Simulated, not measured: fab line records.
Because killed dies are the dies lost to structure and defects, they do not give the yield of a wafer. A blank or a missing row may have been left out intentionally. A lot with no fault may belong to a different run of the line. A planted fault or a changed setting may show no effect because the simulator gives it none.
fab line records	flow gf180mcu
record lots=12	wafers=36	last-day=34
route steps=602 shown M3@423 V3@431
lots with no fault: from the same line, run without faults
start-h: hours from the record's opening day to when the first of the lot's shown wafers began	wait-h: hours elapsed since this lot's preceding step	" repeats the value in the row above	L1.1+2: a row that stands for several wafers	- no value, or no start was given	* or withheld: withheld	< > ~ a bound
route shown NAME@n: names a module that has steps shown in the file, with the first one's number in the route	usual: mean/standard deviation of fault-free wafers	same: alike in all rows	chamber/n: place in a boat	sites: the reading at each site	_std_site: standard deviation across them	_edge_site: mean of outer sites minus mean of inner sites	radius-mm: how far each site lies from the wafer's centre	mask NAME#n: copy n	behind: the most recent tool/chamber to have shaped the wafer	hold: the reason the lot was held/the length of the hold in hours/how it ended	device: the n, p or np transistor that did not switch	end of line: the route-end tests of the same wafers	for a step that has no rows: nothing shown but its recipe	killed: dies that structure and defects cost at the first sort, which is not the same as the wafer's yield	map: the dies of a wafer, with x for killed, . for not killed, _ for no die there
set.NAME: the setting that was run; set.NAME@STEP: the one run at that earlier step	model.NAME: the simulator's own value behind a step, which no gauge read
one table for each step of the route and one row for each wafer, over a sample of lots
services: a tool's chamber out of use, with start hour (start-h, from the record's first day; less than 0 if before it), hours out, and reason
## steps
# step GF_M3_CD_MEAS_14
# recipe target-cd-nm=280
# usual cd-nm=280.2/1.1
lot.wafer	tool	chamber	start-h	wait-h	cd-nm
L571.2	cd-sem-01	-	482.69	0.1	280.7
L571.4	"	-	"	"	282.2
L571.6	"	-	"	"	282.8
L572.1	cd-sem-01	-	492.96	0.1	281.1
L572.5	"	-	"	"	280.0
L572.6	"	-	"	"	280.9
L573.2	cd-sem-01	-	508.38	0.1	280.2
L573.5	"	-	"	"	281.0
L573.6	"	-	"	"	281.0
L574.3	cd-sem-02	-	511.45	0.1	279.5
L574.4	"	-	"	"	281.0
L574.6	"	-	"	"	280.0
L575.1	cd-sem-02	-	519.73	0.1	279.9
L575.3	"	-	"	"	278.6
L575.5	"	-	"	"	279.9
L576.2	cd-sem-01	-	535.39	0.1	278.6
L576.3	"	-	"	"	277.2
L576.5	"	-	"	"	277.7
L577.2	cd-sem-02	-	540.78	0.1	282.2
L577.5	"	-	"	"	280.8
L577.6	"	-	"	"	281.4
L581.4	cd-sem-02	-	594.72	0.1	279.8
L581.5	"	-	"	"	279.6
L581.6	"	-	"	"	279.7
L586.1	cd-sem-02	-	627.07	0.1	282.4
L586.2	"	-	"	"	281.5
L586.4	"	-	"	"	281.5
L590.2	cd-sem-01	-	655.43	0.1	279.8
L590.3	"	-	"	"	279.3
L590.6	"	-	"	"	280.0
L592.2	cd-sem-01	-	661.28	0.1	278.5
L592.3	"	-	"	"	279.5
L592.6	"	-	"	"	279.7
L593.1	cd-sem-01	-	675.91	0.1	280.7
L593.2	"	-	"	"	280.4
L593.3	"	-	"	"	280.1
# step GF_V3_CVD_02
# recipe material=SiO2	target-thk-nm=850	precursor=TEOS	temp-c=400	time-s=94.851	rf-w=600
# usual heater-power-w=668/87	rf-fwd-power-W=596.3/2
lot.wafer	tool	chamber	start-h	wait-h	heater-power-w	rf-fwd-power-W
L571.2	pecvd-03	2	483.62	0.0	780	596.8
L571.4	"	0	"	"	662	598.2
L571.6	"	1	"	"	638	595.9
L572.1	pecvd-02	1	493.91	0.1	558	599.1
L572.5	"	2	"	"	721	595.8
L572.6	"	0	"	"	647	593.7
L573.2	pecvd-02	2	509.31	0.0	761	594.8
L573.5	"	1	"	"	538	599.4
L573.6	"	0	"	"	594	593.6
L574.3	pecvd-03	1	512.36	0.0	679	598.4
L574.4	"	1	"	"	516	597.4
L574.6	"	0	"	"	863	596.5
L575.1	pecvd-02	2	520.72	0.1	746	596.9
L575.3	"	1	"	"	681	599.0
L575.5	"	1	"	"	546	598.1
L576.2	pecvd-03	1	536.36	0.0	633	596.5
L576.3	"	0	"	"	847	597.0
L576.5	"	2	"	"	751	595.3
L577.2	pecvd-02	1	541.78	0.0	584	596.5
L577.5	"	1	"	"	626	596.4
L577.6	"	2	"	"	725	598.1
L581.4	pecvd-02	0	595.64	0.1	517	596.3
L581.5	"	1	"	"	642	599.5
L581.6	"	2	"	"	713	597.4
L586.1	pecvd-02	0	628.37	0.1	630	592.6
L586.2	"	1	"	"	676	597.1
L586.4	"	2	"	"	613	595.6
L590.2	pecvd-03	2	656.36	0.0	782	596.2
L590.3	"	1	"	"	679	600.2
L590.6	"	1	"	"	577	594.4
L592.2	pecvd-03	2	662.22	0.0	820	595.7
L592.3	"	1	"	"	691	594.5
L592.6	"	1	"	"	721	598.3
L593.1	pecvd-04	2	676.87	0.1	673	596.3
L593.2	"	1	"	"	527	598.3
L593.3	"	0	"	"	623	594.6
# step GF_V3_THK_MEAS_03
# recipe reads=SiO2_of_V3_CVD_02
# usual V3_CVD_02_THK=852/9.9
lot.wafer	tool	chamber	start-h	wait-h	V3_CVD_02_THK[nm]
L571.2	film-metro-04	-	483.70	0.0	846
L571.4	"	-	"	"	851
L571.6	"	-	"	"	859
L572.1	film-metro-02	-	493.98	0.0	834
L572.5	"	-	"	"	852
L572.6	"	-	"	"	863
L573.2	film-metro-04	-	509.39	0.0	837
L573.5	"	-	"	"	851
L573.6	"	-	"	"	868
L574.3	film-metro-03	-	512.45	0.1	850
L574.4	"	-	"	"	879
L574.6	"	-	"	"	861
L575.1	film-metro-03	-	520.79	0.0	835
L575.3	"	-	"	"	840
L575.5	"	-	"	"	846
L576.2	film-metro-02	-	536.44	0.0	852
L576.3	"	-	"	"	846
L576.5	"	-	"	"	864
L577.2	film-metro-04	-	541.86	0.0	861
L577.5	"	-	"	"	864
L577.6	"	-	"	"	866
L581.4	film-metro-04	-	595.71	0.0	852
L581.5	"	-	"	"	849
L581.6	"	-	"	"	854
L586.1	film-metro-02	-	628.45	0.0	847
L586.2	"	-	"	"	950
L586.4	"	-	"	"	851
L590.2	film-metro-03	-	656.44	0.0	839
L590.3	"	-	"	"	848
L590.6	"	-	"	"	864
L592.2	film-metro-02	-	662.30	0.0	850
L592.3	"	-	"	"	861
L592.6	"	-	"	"	871
L593.1	film-metro-03	-	676.94	0.0	843
L593.2	"	-	"	"	845
L593.3	"	-	"	"	852
# step GF_V3_CMP_04
# recipe material=SiO2	down-force-psi=4	platen-rpm=60	pad-velocity-m-s=0.94248
# usual motor-current-A=11.6/1	time-to-endpoint-s=81/4.7
lot.wafer	tool	chamber	start-h	wait-h	motor-current-A	time-to-endpoint-s
L571.2	cmp-01	2	483.75	0.0	11.9	85
L571.4	"	0	"	"	11.2	78
L571.6	"	2	"	"	12.8	89
L572.1	cmp-02	3	494.04	0.1	11.0	71
L572.6	"	3	"	"	11.2	87
L572.5	"	0	"	"	11.6	83
L573.2	cmp-02	1	509.44	0.0	12.7	75
L573.5	"	1	"	"	12.7	80
L573.6	"	2	"	"	10.3	89
L574.4	cmp-02	0	512.59	0.1	11.5	88
L574.3	"	1	"	"	13.1	85
L574.6	"	2	"	"	9.7	90
L575.3	cmp-01	1	520.85	0.0	12.7	72
L575.1	"	3	"	"	10.2	73
L575.5	"	1	"	"	13.1	76
L576.3	cmp-01	2	536.49	0.0	11.8	80
L576.2	"	1	"	"	12.5	80
L576.5	"	3	"	"	10.1	81
L577.2	cmp-02	3	542.01	0.1	11.4	88
L577.6	"	1	"	"	13.1	91
L577.5	"	2	"	"	9.5	89
L581.4	cmp-01	3	595.89	0.2	10.5	83
L581.6	"	0	"	"	10.7	80
L581.5	"	1	"	"	12.5	82
L586.4	cmp-02	1	628.51	0.0	12.6	88
L586.1	"	2	"	"	10.6	81
L586.2	"	0	"	"	11.5	117
L590.2	cmp-01	3	656.49	0.0	10.3	77
L590.3	"	0	"	"	10.5	75
L590.6	"	0	"	"	11.1	79
L592.2	cmp-01	0	662.35	0.0	10.9	76
L592.3	"	2	"	"	13.2	86
L592.6	"	0	"	"	11.1	88
L593.3	cmp-01	0	677.00	0.0	11.1	75
L593.1	"	2	"	"	12.1	79
L593.2	"	3	"	"	10.2	75
# step GF_V3_BOW_MEAS_05
# recipe mode=bow
# usual V3_BOW=117/9.2
lot.wafer	tool	chamber	start-h	wait-h	V3_BOW[um]
L571.2	film-metro-02	-	484.07	0.3	122
L571.4	"	-	"	"	129
L571.6	"	-	"	"	133
L572.1	film-metro-03	-	494.34	0.2	130
L572.5	"	-	"	"	123
L572.6	"	-	"	"	104
L573.2	film-metro-04	-	509.76	0.3	107
L573.5	"	-	"	"	121
L573.6	"	-	"	"	113
L574.3	film-metro-02	-	512.83	0.1	119
L574.4	"	-	"	"	95
L574.6	"	-	"	"	99
L575.1	film-metro-03	-	521.15	0.1	116
L575.3	"	-	"	"	113
L575.5	"	-	"	"	116
L576.2	film-metro-02	-	536.81	0.1	123
L576.3	"	-	"	"	124
L576.5	"	-	"	"	113
L577.2	film-metro-02	-	542.23	0.2	127
L577.5	"	-	"	"	118
L577.6	"	-	"	"	129
L581.4	film-metro-02	-	596.10	0.2	109
L581.5	"	-	"	"	124
L581.6	"	-	"	"	117
L586.1	film-metro-02	-	628.81	0.2	122
L586.2	"	-	"	"	100
L586.4	"	-	"	"	115
L590.2	film-metro-04	-	656.81	0.3	117
L590.3	"	-	"	"	109
L590.6	"	-	"	"	114
L592.2	film-metro-03	-	662.67	0.3	124
L592.3	"	-	"	"	120
L592.6	"	-	"	"	121
L593.1	film-metro-02	-	677.30	0.1	109
L593.2	"	-	"	"	126
L593.3	"	-	"	"	122
# step GF_V3_CVD_23
# recipe material=W	target-thk-nm=350	time-s=104.9	temp-c=400	pressure-torr=40
# usual heater-power-w=898/49
lot.wafer	tool	chamber	start-h	wait-h	heater-power-w
L571.2	cvd-w-02	1	508.63	0.0	970
L571.4	"	1	"	"	929
L571.6	"	0	"	"	813
L572.1	cvd-w-01	0	518.53	0.0	851
L572.5	"	1	"	"	918
L572.6	"	0	"	"	881
L573.2	cvd-w-01	1	534.09	0.0	921
L573.5	"	0	"	"	860
L573.6	"	1	"	"	953
L574.3	cvd-w-01	1	536.76	0.1	936
L574.4	"	0	"	"	861
L574.6	"	0	"	"	874
L575.1	cvd-w-01	1	544.63	0.0	955
L575.3	"	0	"	"	874
L575.5	"	1	"	"	924
L576.2	cvd-w-02	0	560.43	0.0	853
L576.3	"	0	"	"	822
L576.5	"	0	"	"	849
L577.2	cvd-w-02	1	564.73	0.0	977
L577.5	"	1	"	"	955
L577.6	"	0	"	"	827
L581.4	cvd-w-02	0	617.93	0.0	836
L581.5	"	1	"	"	966
L581.6	"	0	"	"	809
L586.1	cvd-w-01	1	649.91	0.0	910
L586.2	"	0	"	"	885
L586.4	"	0	"	"	863
L590.2	cvd-w-01	0	676.87	0.0	878
L590.3	"	0	"	"	877
L590.6	"	1	"	"	927
L592.2	cvd-w-02	0	682.19	0.0	824
L592.3	"	1	"	"	957
L592.6	"	1	"	"	979
L593.1	cvd-w-01	0	696.54	0.0	892
L593.2	"	1	"	"	952
L593.3	"	0	"	"	867
## services
tool	chamber	start-h	hours	kind
cmp-01	-	464.25	0.2	repair
cmp-02	-	499.16	1.8	repair
cmp-01	-	509.99	1.8	repair
pecvd-04	0	516.82	2.5	repair
cmp-02	-	537.79	0.9	repair
cmp-01	-	557.79	1.4	repair
pecvd-04	1	564.53	17.5	repair
cmp-01	-	572.15	4.0	pm
cmp-01	-	576.15	-	consumable-replace:conditioner
cmp-01	-	576.15	-	consumable-replace:pad
pecvd-04	1	582.21	4.8	repair
pecvd-03	-	591.12	14.0	pm
pecvd-03	0	591.12	14.0	vent-cycle
pecvd-03	1	591.12	14.0	vent-cycle
pecvd-03	2	591.12	14.0	vent-cycle
pecvd-03	0	605.12	-	clean
pecvd-03	1	605.12	-	clean
cvd-w-02	1	646.33	9.5	repair
cmp-02	-	656.90	0.6	repair
cvd-w-01	-	657.74	5.1	repair
cmp-01	-	658.91	1.4	repair
pecvd-03	0	666.35	10.4	repair
cvd-w-01	-	690.96	2.8	pm
pecvd-02	-	694.62	2.8	pm
## key
first-sign step=GF_V3_THK_MEAS_03	reading=V3_CVD_02_THK	direction=up	sigmas=9.9	usual=852	struck=950
effect step=GF_V3_CMP_04	reading=time-to-endpoint-s	direction=up	sigmas=7.7	usual=*	struck=*
met-at GF_V3_CVD_02
struck-lots L586
struck-wafers L586.2
not-acting-at GF_M3_CD_MEAS_14,GF_V3_BOW_MEAS_05,GF_V3_CVD_23
onset-between 595.64 628.37
fault kind=process-parameter-drift	tool=pecvd-02	chamber=1	onset-h=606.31	steps=GF_V3_CVD_02	channel=target-thk-nm	offset=104.16	shape=step	end-h=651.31	acts-in=these-recipes-only	stated=850
